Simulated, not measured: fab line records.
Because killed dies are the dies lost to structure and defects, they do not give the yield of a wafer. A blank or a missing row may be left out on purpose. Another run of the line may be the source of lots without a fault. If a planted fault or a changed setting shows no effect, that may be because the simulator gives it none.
Which of the tools did it? || flow sky130 || 6 lots, 18 wafers sampled, at 2 steps of a route of 708

## WHAT THE GAUGES SHOWED, per wafer
SKY_LI_CONTACT_CD_MEAS_12 targets a cd of 170 nm.
{"lot": "L752", "measured": "day 30 07:32", "on": "cdSem-02", "cdNm (nm)": "168.9 167.4 168.7"}
{"lot": "L754", "measured": "day 30 22:19", "on": "cdSem-02", "cdNm (nm)": "166.1 168.9 167.1"}
{"lot": "L758", "measured": "day 32 05:28", "on": "cdSem-01", "cdNm (nm)": "168.3 166.9 167.8"}
{"lot": "L761", "measured": "day 33 18:52", "on": "cdSem-01", "cdNm (nm)": "171.0 168.6 169.3"}
{"lot": "L764", "measured": "day 35 01:43", "on": "cdSem-02", "cdNm (nm)": "147.7 148.3 147.3"}
{"lot": "L768", "measured": "day 35 12:25", "on": "cdSem-01", "cdNm (nm)": "171.3 170.8 171.7"}

## WHICH TOOL RAN EACH LOT (tool, then ch and the chambers of the sampled wafers, then the start)
{"lot": "L752", "SKY_LI_CONTACT_EXPOSE_09": "krfScanner-02 ch 0, day 29 17:37"}
{"lot": "L754", "SKY_LI_CONTACT_EXPOSE_09": "krfScanner-02 ch 0, day 30 08:46"}
{"lot": "L758", "SKY_LI_CONTACT_EXPOSE_09": "krfScanner-02 ch 0, day 31 16:28"}
{"lot": "L761", "SKY_LI_CONTACT_EXPOSE_09": "krfScanner-02 ch 0, day 33 05:28"}
{"lot": "L764", "SKY_LI_CONTACT_EXPOSE_09": "krfScanner-01 ch 0, day 34 12:02"}
{"lot": "L768", "SKY_LI_CONTACT_EXPOSE_09": "krfScanner-02 ch 0, day 34 23:43"}
- SKY_LI_CONTACT_EXPOSE_09: exposes mask LICM1, target cd 170 nm.

## THE ANSWER, worked out from the rows above alone
Rule: usual is defined by the lots themselves. Put in order of their means at a reading, lots are off if they are a third of the lots or fewer, leave a main group of 4 or more, and stand apart from it by a gap of 3 or more times the standard deviation of the main group's means; of several such gaps the widest counts. A main group is skipped when, at the precision printed for the reading in the tables above, its means are all equal. Also off: a lot with no number at a reading for which 4 or more lots have one. The other lots that the step has rows for count as sound.
Off: L764, at SKY_LI_CONTACT_CD_MEAS_12 (cdNm). Mean 168.9 nm and standard deviation 1.4 in the main group.
If a tool, at a process step before that reading, ran all the lots that are off and no sound lot after the first of them, it fits. Those tools and the gauges at SKY_LI_CONTACT_CD_MEAS_12 are tried in the same way. Can't be told from this: 2 tools fit, krfScanner-01 at SKY_LI_CONTACT_EXPOSE_09, cdSem-02 at SKY_LI_CONTACT_CD_MEAS_12.

## WHAT THE SIMULATOR PUT IN
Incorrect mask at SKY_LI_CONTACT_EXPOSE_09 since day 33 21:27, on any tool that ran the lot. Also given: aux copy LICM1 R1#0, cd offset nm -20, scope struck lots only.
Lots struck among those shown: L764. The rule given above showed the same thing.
